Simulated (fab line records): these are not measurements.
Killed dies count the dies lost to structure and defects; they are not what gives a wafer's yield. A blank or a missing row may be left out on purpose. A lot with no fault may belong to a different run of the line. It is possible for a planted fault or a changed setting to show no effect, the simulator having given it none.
fab line records || flow sky130
[record] {"lots": 7, "wafers": 21, "lastDay": 48}
route steps=708 shown VT_ADJUST_PCH@148 SONOS_TUNNEL@154
lots that met no fault: from a run of the same line without faults
startH: the number of hours between the record's first day and the start of the first shown wafer of the lot || waitH: hours from the lot's prior step to this one || " same as the row above || L1.1+2: several wafers, shown together as one row || - value missing, or start not given || * or withheld: withheld || < > ~ a bound
route shown NAME@n: NAME is a module with steps in the file, n the number in the route of the first one || usual: mean and standard deviation over wafers with no fault || same: alike in all rows || chamber/n: place in a boat || sites: readings site by site || _std_site: the standard deviation of these || _edge_site: inner sites' mean taken away from outer sites' mean || radiusMm: for every site, how far away it sits from the centre of the wafer || mask NAME#n: copy n || behind: the tool/chamber that last shaped the wafer || hold: why the lot was held/for how many hours/how that ended || device: which transistor (n, p or np) failed to switch || end of line: the same wafers' tests at the end of the route || step lacking rows: just its recipe || killed: the dies lost at the first sort to structure and to defects; this is not the yield of the wafer || map: per-die view of a wafer (x killed, . not killed, _ where there is no die)
set.NAME: the setting that was run; set.NAME@STEP: the one run at that earlier step || model.NAME: the simulator's own value behind a step, which no gauge read
lots at selected steps of the route; one table per step, one row per wafer
services: the hour from which a tool's chamber was out of use, counted from the record's first day as startH (under 0 if before that day), plus the number of hours and why
[[steps]]
[step SKY_VT_ADJUST_PCH_PEB_05]
[recipe] {"tempC": 115, "timeS": "withheld"}
[step SKY_VT_ADJUST_PCH_DEVELOP_06]
[recipe] {"wallAngleDeg": 90, "developer": "TMAH", "developTimeS": 60, "devTempC": 23}
[step SKY_VT_ADJUST_PCH_OVL_MEAS_07]
[usual] {"VT_ADJUST_PCH_OVL": "-1.1/1.5"}
{"lot.wafer": "L864.2", "tool": "overlay-02", "chamber": "-", "startH": 241.09, "waitH": "-", "VT_ADJUST_PCH_OVL[nm]": -3.3}
{"lot.wafer": "L864.3", "tool": "overlay-02", "chamber": "-", "startH": 241.09, "waitH": "-", "VT_ADJUST_PCH_OVL[nm]": -0.1}
{"lot.wafer": "L864.6", "tool": "overlay-02", "chamber": "-", "startH": 241.09, "waitH": "-", "VT_ADJUST_PCH_OVL[nm]": -2.7}
{"lot.wafer": "L866.1", "tool": "overlay-02", "chamber": "-", "startH": 259.87, "waitH": "-", "VT_ADJUST_PCH_OVL[nm]": 1.9}
{"lot.wafer": "L866.2", "tool": "overlay-02", "chamber": "-", "startH": 259.87, "waitH": "-", "VT_ADJUST_PCH_OVL[nm]": 0.9}
{"lot.wafer": "L866.6", "tool": "overlay-02", "chamber": "-", "startH": 259.87, "waitH": "-", "VT_ADJUST_PCH_OVL[nm]": 1.8}
{"lot.wafer": "L870.1", "tool": "overlay-01", "chamber": "-", "startH": 286.47, "waitH": "-", "VT_ADJUST_PCH_OVL[nm]": -3.1}
{"lot.wafer": "L870.2", "tool": "overlay-01", "chamber": "-", "startH": 286.47, "waitH": "-", "VT_ADJUST_PCH_OVL[nm]": -2.1}
{"lot.wafer": "L870.6", "tool": "overlay-01", "chamber": "-", "startH": 286.47, "waitH": "-", "VT_ADJUST_PCH_OVL[nm]": -2.9}
{"lot.wafer": "L872.1", "tool": "overlay-01", "chamber": "-", "startH": 300.62, "waitH": "-", "VT_ADJUST_PCH_OVL[nm]": 0.8}
{"lot.wafer": "L872.5", "tool": "overlay-01", "chamber": "-", "startH": 300.62, "waitH": "-", "VT_ADJUST_PCH_OVL[nm]": 0.5}
{"lot.wafer": "L872.6", "tool": "overlay-01", "chamber": "-", "startH": 300.62, "waitH": "-", "VT_ADJUST_PCH_OVL[nm]": 2.2}
{"lot.wafer": "L883.1", "tool": "overlay-01", "chamber": "-", "startH": 397.63, "waitH": "-", "VT_ADJUST_PCH_OVL[nm]": -1.9}
{"lot.wafer": "L883.3", "tool": "overlay-01", "chamber": "-", "startH": 397.63, "waitH": "-", "VT_ADJUST_PCH_OVL[nm]": -1.5}
{"lot.wafer": "L883.5", "tool": "overlay-01", "chamber": "-", "startH": 397.63, "waitH": "-", "VT_ADJUST_PCH_OVL[nm]": -3.6}
{"lot.wafer": "L882.4", "tool": "overlay-02", "chamber": "-", "startH": 398.74, "waitH": "-", "VT_ADJUST_PCH_OVL[nm]": -2.5}
{"lot.wafer": "L882.5", "tool": "overlay-02", "chamber": "-", "startH": 398.74, "waitH": "-", "VT_ADJUST_PCH_OVL[nm]": -0.5}
{"lot.wafer": "L882.6", "tool": "overlay-02", "chamber": "-", "startH": 398.74, "waitH": "-", "VT_ADJUST_PCH_OVL[nm]": -1.5}
{"lot.wafer": "L884.1", "tool": "overlay-02", "chamber": "-", "startH": 401.18, "waitH": "-", "VT_ADJUST_PCH_OVL[nm]": -2.2}
{"lot.wafer": "L884.2", "tool": "overlay-02", "chamber": "-", "startH": 401.18, "waitH": "-", "VT_ADJUST_PCH_OVL[nm]": -3.0}
{"lot.wafer": "L884.3", "tool": "overlay-02", "chamber": "-", "startH": 401.18, "waitH": "-", "VT_ADJUST_PCH_OVL[nm]": -1.3}
[step SKY_VT_ADJUST_PCH_IMPLANT_08]
[recipe] {"species": "B", "energyKev": 10, "doseCm2": 5e+11, "tiltDeg": "withheld"}
[step SKY_VT_ADJUST_PCH_STRIP_09]
[recipe] {"chemistry": "O2/N2", "powerW": 1400, "pressureMtorr": 1500, "platenTempC": "withheld", "o2FlowSccm": 3000, "n2FlowSccm": 300, "overashFraction": 0.5}
[usual] {"drypumpMotorCurrentA": "5.5/0.52", "oesProductAu": "0.723/0.0047", "stripTimeToEndpointS": "36.92/0.099"}
{"lot.wafer": "L864.2", "tool": "plasmaAsher-03", "chamber": 1, "startH": 241.27, "waitH": 0.1, "drypumpMotorCurrentA": 5.8, "oesProductAu": 0.722, "rfHoursCounterH": 53, "stripTimeToEndpointS": 36.79}
{"lot.wafer": "L864.3", "tool": "plasmaAsher-03", "chamber": 1, "startH": 241.27, "waitH": 0.1, "drypumpMotorCurrentA": 5.8, "oesProductAu": 0.720, "rfHoursCounterH": "-", "stripTimeToEndpointS": 36.88}
{"lot.wafer": "L864.6", "tool": "plasmaAsher-03", "chamber": 0, "startH": 241.27, "waitH": 0.1, "drypumpMotorCurrentA": 6.3, "oesProductAu": 0.723, "rfHoursCounterH": "-", "stripTimeToEndpointS": 36.67}
{"lot.wafer": "L866.1", "tool": "plasmaAsher-04", "chamber": 1, "startH": 260.06, "waitH": 0.1, "drypumpMotorCurrentA": 4.9, "oesProductAu": 0.721, "rfHoursCounterH": 57, "stripTimeToEndpointS": 37.03}
{"lot.wafer": "L866.2", "tool": "plasmaAsher-04", "chamber": 0, "startH": 260.06, "waitH": 0.1, "drypumpMotorCurrentA": 5.1, "oesProductAu": 0.723, "rfHoursCounterH": 57, "stripTimeToEndpointS": 37.01}
{"lot.wafer": "L866.6", "tool": "plasmaAsher-04", "chamber": 0, "startH": 260.06, "waitH": 0.1, "drypumpMotorCurrentA": 5.1, "oesProductAu": 0.721, "rfHoursCounterH": "-", "stripTimeToEndpointS": 36.93}
{"lot.wafer": "L870.1", "tool": "plasmaAsher-03", "chamber": 0, "startH": 286.66, "waitH": 0.1, "drypumpMotorCurrentA": 6.4, "oesProductAu": 0.730, "rfHoursCounterH": 58, "stripTimeToEndpointS": 36.73}
{"lot.wafer": "L870.2", "tool": "plasmaAsher-03", "chamber": 1, "startH": 286.66, "waitH": 0.1, "drypumpMotorCurrentA": 5.8, "oesProductAu": 0.731, "rfHoursCounterH": 58, "stripTimeToEndpointS": 36.79}
{"lot.wafer": "L870.6", "tool": "plasmaAsher-03", "chamber": 1, "startH": 286.66, "waitH": 0.1, "drypumpMotorCurrentA": 5.8, "oesProductAu": 0.726, "rfHoursCounterH": "-", "stripTimeToEndpointS": 36.82}
{"lot.wafer": "L872.1", "tool": "plasmaAsher-02", "chamber": 0, "startH": 300.81, "waitH": 0.1, "drypumpMotorCurrentA": 5.1, "oesProductAu": 0.728, "rfHoursCounterH": 18, "stripTimeToEndpointS": 36.95}
{"lot.wafer": "L872.5", "tool": "plasmaAsher-02", "chamber": 0, "startH": 300.81, "waitH": 0.1, "drypumpMotorCurrentA": 5.1, "oesProductAu": 0.725, "rfHoursCounterH": "-", "stripTimeToEndpointS": 36.94}
{"lot.wafer": "L872.6", "tool": "plasmaAsher-02", "chamber": 1, "startH": 300.81, "waitH": 0.1, "drypumpMotorCurrentA": 5.6, "oesProductAu": 0.714, "rfHoursCounterH": "-", "stripTimeToEndpointS": 36.88}
{"lot.wafer": "L883.1", "tool": "plasmaAsher-03", "chamber": 0, "startH": 397.82, "waitH": 0.1, "drypumpMotorCurrentA": 6.3, "oesProductAu": 0.722, "rfHoursCounterH": 69, "stripTimeToEndpointS": 36.94}
{"lot.wafer": "L883.3", "tool": "plasmaAsher-03", "chamber": 1, "startH": 397.82, "waitH": 0.1, "drypumpMotorCurrentA": 5.8, "oesProductAu": 0.728, "rfHoursCounterH": "-", "stripTimeToEndpointS": 37.04}
{"lot.wafer": "L883.5", "tool": "plasmaAsher-03", "chamber": 1, "startH": 397.82, "waitH": 0.1, "drypumpMotorCurrentA": 5.8, "oesProductAu": 0.729, "rfHoursCounterH": "-", "stripTimeToEndpointS": 37.03}
{"lot.wafer": "L882.4", "tool": "plasmaAsher-02", "chamber": 0, "startH": 398.94, "waitH": 0.1, "drypumpMotorCurrentA": 5.1, "oesProductAu": 0.734, "rfHoursCounterH": "-", "stripTimeToEndpointS": 36.85}
{"lot.wafer": "L882.5", "tool": "plasmaAsher-02", "chamber": 0, "startH": 398.94, "waitH": 0.1, "drypumpMotorCurrentA": 5.1, "oesProductAu": 0.724, "rfHoursCounterH": "-", "stripTimeToEndpointS": 36.77}
{"lot.wafer": "L882.6", "tool": "plasmaAsher-02", "chamber": 1, "startH": 398.94, "waitH": 0.1, "drypumpMotorCurrentA": 5.6, "oesProductAu": 0.722, "rfHoursCounterH": "-", "stripTimeToEndpointS": 36.88}
{"lot.wafer": "L884.1", "tool": "plasmaAsher-03", "chamber": 0, "startH": 401.37, "waitH": 0.1, "drypumpMotorCurrentA": 6.3, "oesProductAu": 0.726, "rfHoursCounterH": 69, "stripTimeToEndpointS": 36.96}
{"lot.wafer": "L884.2", "tool": "plasmaAsher-03", "chamber": 1, "startH": 401.37, "waitH": 0.1, "drypumpMotorCurrentA": 5.8, "oesProductAu": 0.716, "rfHoursCounterH": 69, "stripTimeToEndpointS": 36.95}
{"lot.wafer": "L884.3", "tool": "plasmaAsher-03", "chamber": 0, "startH": 401.37, "waitH": 0.1, "drypumpMotorCurrentA": 6.3, "oesProductAu": 0.726, "rfHoursCounterH": "-", "stripTimeToEndpointS": 36.95}
[step SKY_VT_ADJUST_PCH_TW_MEAS_10]
[usual] {"VT_ADJUST_PCH_TW": "142.3/0.87"}
{"lot.wafer": "L864.2", "tool": "filmMetro-02", "chamber": "-", "startH": 241.38, "waitH": 0.1, "VT_ADJUST_PCH_TW": 141.9}
{"lot.wafer": "L864.3", "tool": "filmMetro-02", "chamber": "-", "startH": 241.38, "waitH": 0.1, "VT_ADJUST_PCH_TW": 141.3}
{"lot.wafer": "L864.6", "tool": "filmMetro-02", "chamber": "-", "startH": 241.38, "waitH": 0.1, "VT_ADJUST_PCH_TW": 141.1}
{"lot.wafer": "L866.1", "tool": "filmMetro-04", "chamber": "-", "startH": 260.16, "waitH": 0.1, "VT_ADJUST_PCH_TW": 144.4}
{"lot.wafer": "L866.2", "tool": "filmMetro-04", "chamber": "-", "startH": 260.16, "waitH": 0.1, "VT_ADJUST_PCH_TW": 143.7}
{"lot.wafer": "L866.6", "tool": "filmMetro-04", "chamber": "-", "startH": 260.16, "waitH": 0.1, "VT_ADJUST_PCH_TW": 143.7}
{"lot.wafer": "L870.1", "tool": "filmMetro-04", "chamber": "-", "startH": 286.76, "waitH": 0.1, "VT_ADJUST_PCH_TW": 141.5}
{"lot.wafer": "L870.2", "tool": "filmMetro-04", "chamber": "-", "startH": 286.76, "waitH": 0.1, "VT_ADJUST_PCH_TW": 142.8}
{"lot.wafer": "L870.6", "tool": "filmMetro-04", "chamber": "-", "startH": 286.76, "waitH": 0.1, "VT_ADJUST_PCH_TW": 142.6}
{"lot.wafer": "L872.1", "tool": "filmMetro-02", "chamber": "-", "startH": 300.91, "waitH": 0.1, "VT_ADJUST_PCH_TW": 141.4}
{"lot.wafer": "L872.5", "tool": "filmMetro-02", "chamber": "-", "startH": 300.91, "waitH": 0.1, "VT_ADJUST_PCH_TW": 141.1}
{"lot.wafer": "L872.6", "tool": "filmMetro-02", "chamber": "-", "startH": 300.91, "waitH": 0.1, "VT_ADJUST_PCH_TW": 142.4}
{"lot.wafer": "L883.1", "tool": "filmMetro-04", "chamber": "-", "startH": 397.92, "waitH": 0.1, "VT_ADJUST_PCH_TW": 143.0}
{"lot.wafer": "L883.3", "tool": "filmMetro-04", "chamber": "-", "startH": 397.92, "waitH": 0.1, "VT_ADJUST_PCH_TW": 142.2}
{"lot.wafer": "L883.5", "tool": "filmMetro-04", "chamber": "-", "startH": 397.92, "waitH": 0.1, "VT_ADJUST_PCH_TW": 143.0}
{"lot.wafer": "L882.4", "tool": "filmMetro-02", "chamber": "-", "startH": 399.04, "waitH": 0.1, "VT_ADJUST_PCH_TW": 141.1}
{"lot.wafer": "L882.5", "tool": "filmMetro-02", "chamber": "-", "startH": 399.04, "waitH": 0.1, "VT_ADJUST_PCH_TW": 141.7}
{"lot.wafer": "L882.6", "tool": "filmMetro-02", "chamber": "-", "startH": 399.04, "waitH": 0.1, "VT_ADJUST_PCH_TW": 141.3}
{"lot.wafer": "L884.1", "tool": "filmMetro-01", "chamber": "-", "startH": 401.47, "waitH": 0.1, "VT_ADJUST_PCH_TW": 142.7}
{"lot.wafer": "L884.2", "tool": "filmMetro-01", "chamber": "-", "startH": 401.47, "waitH": 0.1, "VT_ADJUST_PCH_TW": 141.7}
{"lot.wafer": "L884.3", "tool": "filmMetro-01", "chamber": "-", "startH": 401.47, "waitH": 0.1, "VT_ADJUST_PCH_TW": 141.9}
[step SKY_SONOS_TUNNEL_DEHYDRATE_00]
[recipe] {"tempC": 200, "timeS": 60}
[step SKY_SONOS_TUNNEL_HMDS_01]
[recipe] {"primeTimeS": 60, "primeTempC": 120}
[step SKY_SONOS_TUNNEL_COAT_02]
[recipe] {"resist": "NOVOLAK", "spinRpm": 3000, "resistThkNm": 1140}
[step SKY_SONOS_TUNNEL_SOFTBAKE_03]
[recipe] {"tempC": 90, "timeS": 60, "resist": "NOVOLAK"}
[step SKY_SONOS_TUNNEL_EXPOSE_04]
[recipe] {"maskId": "TUNM", "na": 0.6, "sourceShape": "conventional", "sigmaOuter": 0.6, "polarization": "unpolarized", "targetCdNm": 410, "doseMj": 136}
[step SKY_SONOS_TUNNEL_PEB_05]
[recipe] {"tempC": "withheld", "timeS": "*", "resist": "NOVOLAK"}
[step SKY_SONOS_TUNNEL_DEVELOP_06]
[recipe] {"resist": "NOVOLAK", "developer": "TMAH", "developTimeS": 60, "devTempC": 23}
[usual] {"chillPlateTempC": "22.99/0.1", "developTimeS": "60/0", "exhaustPa": "45.0/0.94"}
{"lot.wafer": "L864.2", "tool": "lithoTrack-04", "chamber": 0, "startH": 264.91, "waitH": 0.1, "chillPlateTempC": 22.89, "developTimeS": 60, "exhaustPa": 45.0}
{"lot.wafer": "L864.3", "tool": "lithoTrack-04", "chamber": 0, "startH": 264.91, "waitH": 0.1, "chillPlateTempC": 22.88, "developTimeS": 60, "exhaustPa": 46.5}
{"lot.wafer": "L864.6", "tool": "lithoTrack-04", "chamber": 0, "startH": 264.91, "waitH": 0.1, "chillPlateTempC": 23.04, "developTimeS": 60, "exhaustPa": 47.0}
{"lot.wafer": "L866.1", "tool": "lithoTrack-03", "chamber": 0, "startH": 284.40, "waitH": 0.1, "chillPlateTempC": 23.00, "developTimeS": 60, "exhaustPa": 45.3}
{"lot.wafer": "L866.2", "tool": "lithoTrack-03", "chamber": 0, "startH": 284.40, "waitH": 0.1, "chillPlateTempC": 22.84, "developTimeS": 60, "exhaustPa": 45.3}
{"lot.wafer": "L866.6", "tool": "lithoTrack-03", "chamber": 0, "startH": 284.40, "waitH": 0.1, "chillPlateTempC": 22.94, "developTimeS": 60, "exhaustPa": 45.8}
{"lot.wafer": "L870.1", "tool": "lithoTrack-02", "chamber": 0, "startH": 312.42, "waitH": 0.1, "chillPlateTempC": 22.96, "developTimeS": 60, "exhaustPa": 44.9}
{"lot.wafer": "L870.2", "tool": "lithoTrack-02", "chamber": 0, "startH": 312.42, "waitH": 0.1, "chillPlateTempC": 22.75, "developTimeS": 60, "exhaustPa": 45.9}
{"lot.wafer": "L870.6", "tool": "lithoTrack-02", "chamber": 0, "startH": 312.42, "waitH": 0.1, "chillPlateTempC": 22.89, "developTimeS": 60, "exhaustPa": 43.6}
{"lot.wafer": "L872.1", "tool": "lithoTrack-04", "chamber": 0, "startH": 327.44, "waitH": 0.1, "chillPlateTempC": 23.06, "developTimeS": 60, "exhaustPa": 44.0}
{"lot.wafer": "L872.5", "tool": "lithoTrack-04", "chamber": 0, "startH": 327.44, "waitH": 0.1, "chillPlateTempC": 23.03, "developTimeS": 60, "exhaustPa": 43.6}
{"lot.wafer": "L872.6", "tool": "lithoTrack-04", "chamber": 0, "startH": 327.44, "waitH": 0.1, "chillPlateTempC": 23.08, "developTimeS": 60, "exhaustPa": 44.7}
{"lot.wafer": "L883.1", "tool": "lithoTrack-04", "chamber": "-", "startH": 427.28, "waitH": 0.1, "chillPlateTempC": "-", "developTimeS": "-", "exhaustPa": "-"}
{"lot.wafer": "L883.3", "tool": "lithoTrack-04", "chamber": "-", "startH": 427.28, "waitH": 0.1, "chillPlateTempC": "-", "developTimeS": "-", "exhaustPa": "-"}
{"lot.wafer": "L883.5", "tool": "lithoTrack-04", "chamber": "-", "startH": 427.28, "waitH": 0.1, "chillPlateTempC": "-", "developTimeS": "-", "exhaustPa": "-"}
{"lot.wafer": "L882.4", "tool": "lithoTrack-03", "chamber": "-", "startH": 428.88, "waitH": 0.1, "chillPlateTempC": "-", "developTimeS": "-", "exhaustPa": "-"}
{"lot.wafer": "L882.5", "tool": "lithoTrack-03", "chamber": "-", "startH": 428.88, "waitH": 0.1, "chillPlateTempC": "-", "developTimeS": "-", "exhaustPa": "-"}
{"lot.wafer": "L882.6", "tool": "lithoTrack-03", "chamber": "-", "startH": 428.88, "waitH": 0.1, "chillPlateTempC": "-", "developTimeS": "-", "exhaustPa": "-"}
{"lot.wafer": "L884.1", "tool": "lithoTrack-02", "chamber": "-", "startH": 431.52, "waitH": 0.1, "chillPlateTempC": "-", "developTimeS": "-", "exhaustPa": "-"}
{"lot.wafer": "L884.2", "tool": "lithoTrack-02", "chamber": "-", "startH": 431.52, "waitH": 0.1, "chillPlateTempC": "-", "developTimeS": "-", "exhaustPa": "-"}
{"lot.wafer": "L884.3", "tool": "lithoTrack-02", "chamber": "-", "startH": 431.52, "waitH": 0.1, "chillPlateTempC": "-", "developTimeS": "-", "exhaustPa": "-"}
[step SKY_SONOS_TUNNEL_CD_MEAS_07]
[recipe] {"targetCdNm": 410}
[usual] {"cdNm": "410.3/2.1"}
{"lot.wafer": "L864.2", "tool": "cdSem-01", "chamber": "-", "startH": 265.06, "waitH": 0.1, "cdNm": 410.2}
{"lot.wafer": "L864.3", "tool": "cdSem-01", "chamber": "-", "startH": 265.06, "waitH": 0.1, "cdNm": 409.7}
{"lot.wafer": "L864.6", "tool": "cdSem-01", "chamber": "-", "startH": 265.06, "waitH": 0.1, "cdNm": 409.9}
{"lot.wafer": "L866.1", "tool": "cdSem-02", "chamber": "-", "startH": 284.55, "waitH": 0.1, "cdNm": 409.3}
{"lot.wafer": "L866.2", "tool": "cdSem-02", "chamber": "-", "startH": 284.55, "waitH": 0.1, "cdNm": 411.1}
{"lot.wafer": "L866.6", "tool": "cdSem-02", "chamber": "-", "startH": 284.55, "waitH": 0.1, "cdNm": 408.6}
{"lot.wafer": "L870.1", "tool": "cdSem-02", "chamber": "-", "startH": 312.57, "waitH": 0.1, "cdNm": 413.4}
{"lot.wafer": "L870.2", "tool": "cdSem-02", "chamber": "-", "startH": 312.57, "waitH": 0.1, "cdNm": 415.1}
{"lot.wafer": "L870.6", "tool": "cdSem-02", "chamber": "-", "startH": 312.57, "waitH": 0.1, "cdNm": 414.3}
{"lot.wafer": "L872.1", "tool": "cdSem-01", "chamber": "-", "startH": 327.59, "waitH": 0.1, "cdNm": 410.1}
{"lot.wafer": "L872.5", "tool": "cdSem-01", "chamber": "-", "startH": 327.59, "waitH": 0.1, "cdNm": 412.0}
{"lot.wafer": "L872.6", "tool": "cdSem-01", "chamber": "-", "startH": 327.59, "waitH": 0.1, "cdNm": 413.1}
{"lot.wafer": "L883.1", "tool": "cdSem-02", "chamber": "-", "startH": 427.43, "waitH": 0.1, "cdNm": "-"}
{"lot.wafer": "L883.3", "tool": "cdSem-02", "chamber": "-", "startH": 427.43, "waitH": 0.1, "cdNm": "-"}
{"lot.wafer": "L883.5", "tool": "cdSem-02", "chamber": "-", "startH": 427.43, "waitH": 0.1, "cdNm": "-"}
{"lot.wafer": "L882.4", "tool": "cdSem-02", "chamber": "-", "startH": 429.01, "waitH": 0.1, "cdNm": "-"}
{"lot.wafer": "L882.5", "tool": "cdSem-02", "chamber": "-", "startH": 429.01, "waitH": 0.1, "cdNm": "-"}
{"lot.wafer": "L882.6", "tool": "cdSem-02", "chamber": "-", "startH": 429.01, "waitH": 0.1, "cdNm": "-"}
{"lot.wafer": "L884.1", "tool": "cdSem-02", "chamber": "-", "startH": 431.67, "waitH": 0.1, "cdNm": "-"}
{"lot.wafer": "L884.2", "tool": "cdSem-02", "chamber": "-", "startH": 431.67, "waitH": 0.1, "cdNm": "-"}
{"lot.wafer": "L884.3", "tool": "cdSem-02", "chamber": "-", "startH": 431.67, "waitH": 0.1, "cdNm": "-"}
[[services]]
{"tool": "plasmaAsher-04", "chamber": "-", "startH": 231.91, "hours": 2.8, "kind": "repair"}
{"tool": "plasmaAsher-03", "chamber": "-", "startH": 232.14, "hours": 2.8, "kind": "pm"}
{"tool": "plasmaAsher-04", "chamber": "-", "startH": 255.43, "hours": 2.8, "kind": "repair"}
{"tool": "lithoTrack-03", "chamber": "-", "startH": 268.99, "hours": "-", "kind": "consumableReplace:filter"}
{"tool": "plasmaAsher-03", "chamber": "-", "startH": 285.02, "hours": 1.4, "kind": "repair"}
{"tool": "plasmaAsher-04", "chamber": "-", "startH": 311.42, "hours": 5.7, "kind": "repair"}
{"tool": "plasmaAsher-02", "chamber": "-", "startH": 318.74, "hours": 1.2, "kind": "repair"}
{"tool": "lithoTrack-02", "chamber": "-", "startH": 322.15, "hours": "-", "kind": "consumableReplace:filter"}
{"tool": "plasmaAsher-02", "chamber": "-", "startH": 395.60, "hours": 0.8, "kind": "repair"}
{"tool": "plasmaAsher-04", "chamber": "-", "startH": 421.25, "hours": 9.0, "kind": "pm"}
{"tool": "plasmaAsher-04", "chamber": 0, "startH": 421.25, "hours": 9.0, "kind": "ventCycle"}
{"tool": "plasmaAsher-04", "chamber": 1, "startH": 421.25, "hours": 9.0, "kind": "ventCycle"}
{"tool": "plasmaAsher-04", "chamber": 0, "startH": 430.25, "hours": "-", "kind": "clean"}
{"tool": "plasmaAsher-04", "chamber": 1, "startH": 430.25, "hours": "-", "kind": "clean"}
[[key]]
[firstSign] {"step": "SKY_SONOS_TUNNEL_DEVELOP_06", "reading": "toolRecord", "direction": "missing"}
effect none on later readings
metAt SKY_SONOS_TUNNEL_DEVELOP_06
struckWafers L882.4,L882.5,L882.6,L883.1,L883.3,L883.5,L884.1,L884.2,L884.3
laterRowsLeftOut L882.4,L882.5,L882.6,L883.1,L883.3,L883.5,L884.1,L884.2,L884.3
sortLeftOut L882.4,L882.5,L882.6,L883.1,L883.3,L883.5,L884.1,L884.2,L884.3
testerLeftOut L882,L883,L884
onsetBetween 327.44 427.28
[fault] {"kind": "skippedStepWhole", "tool": "lithoTrack-02,lithoTrack-03,lithoTrack-04", "chamber": "-", "onsetH": 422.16, "steps": "SKY_SONOS_TUNNEL_DEVELOP_06", "scope": "struckLotsOnly"}
// testerLeftOut: of these lots the tester's yield and bins aren't shown, on N5 and GAA mostly nor the transistor test; their killed dies are dies lost to structure and defects alone, not to doping, threshold or leakage, so they don't give the yield
// sortLeftOut: the simulated sort isn't trusted on such a fault, so these wafers' sort isn't shown, and their yield isn't known
// laterRowsLeftOut: the simulator's readings of these wafers behind a module that went badly wrong aren't trusted and aren't shown, but for the sort
